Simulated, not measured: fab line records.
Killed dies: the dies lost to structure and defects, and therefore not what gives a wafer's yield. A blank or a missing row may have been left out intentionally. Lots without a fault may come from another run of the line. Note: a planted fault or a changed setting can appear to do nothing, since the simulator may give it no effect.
Problem report in the 8D (eight disciplines) form, filled by code -- flow sky130 -- the parts of the form that need people (team, actions taken, sign-off) are left out

1. WHAT IS WRONG
VT_ADJUST_HVTR_OVL at SKY_VT_ADJUST_HVTR_OVL_MEAS_08 reads a mean of 112.3 nm on 12 wafers of 4 lots; wafers without a fault read 0.0 nm with a standard deviation of 1.3. That is +86 standard deviations from the usual mean.
First seen on wafer L193.3, day 13 23:36, on overlay-01. The record holds 39 wafers of 13 lots with a number at this step. Rule for "out", or "out of limits": more than 4 standard deviations from the usual mean. The other wafers with a number count as sound.

2. WHAT THIS IS AND IS NOT
question,is,is not
which readings at this step,VT_ADJUST_HVTR_OVL,-
which lots,"L193, L194, L195, L197","L180, L183, L184, L186, L187, L196, L199, L201, L202"
which wafers of those lots,all that have a number,-
read on which gauges,"overlay-01, overlay-02",-
when,from day 13 23:36,"up to then (15 sound wafers); but 12 sound wafers of L196, L199, L201, L202 came after"

3. SUSPECTS, AND WHAT RULES EACH OUT
Counting: a tool at a process step up to the reading stays a suspect if it ran every lot that is out and no sound lot after the first of them.
- ruled out: the gauge at SKY_VT_ADJUST_HVTR_OVL_MEAS_08. The wafers that are out were read on 2 gauges (overlay-01, overlay-02).
- iline-stepper-02 at SKY_VT_ADJUST_HVTR_EXPOSE_04 (exposes mask HVTRM, target cd 380 nm): kept. Every lot that is out went through it, starting with L193 (day 13 10:35), and after that it ran no sound lot; the last sound lot it ran before then is L183 (day 10 04:53).
After counting, what remains is iline-stepper-02 at SKY_VT_ADJUST_HVTR_EXPOSE_04.

4. THE CAUSE (what the simulator had put in)
Scanner matching overlay: iline-stepper-02, from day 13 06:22 on, at SKY_VT_ADJUST_HVTR_EXPOSE_04. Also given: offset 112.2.
Counting left only this tool.

5. THE EFFECT CHAIN, in route order
One row per reading whose mean, taken over the struck wafers that have a number, lies over 3 standard deviations from the usual. Only readings whose record carries a usual standard deviation are examined. hours: median over the lots of the time between each lot's start at the first step of this table that gives one and its start at this step. sigmas: the change, counted in usual standard deviations.
hours,step,reading,usual,on struck wafers,change,sigmas
0,SKY_VT_ADJUST_HVTR_OVL_MEAS_08,VT_ADJUST_HVTR_OVL,0.0 nm,112.3,+112.3,+86
Later steps that measure or inspect, where all struck wafers having a row at the step show a number for every such reading and not one has moved that far: SKY_SONOS_ONO_THK_MEAS_01, SKY_SONOS_ONO_CD_MEAS_13.

6. WHAT WOULD HAVE CAUGHT IT SOONER
The first out-of-limits reading at a measuring or inspecting step in this record came at day 13 23:36, 17 hours after the fault's start at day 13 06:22.
Tool readings at SKY_VT_ADJUST_HVTR_EXPOSE_04 with a usual standard deviation given in the record: none out on any struck wafer, hence no alarm at a limit of 4 standard deviations on them.
Among the 4 lots that are out, L197 began SKY_VT_ADJUST_HVTR_EXPOSE_04 on iline-stepper-02 after day 13 23:36. It would have been spared by a hold on the tool at that moment.
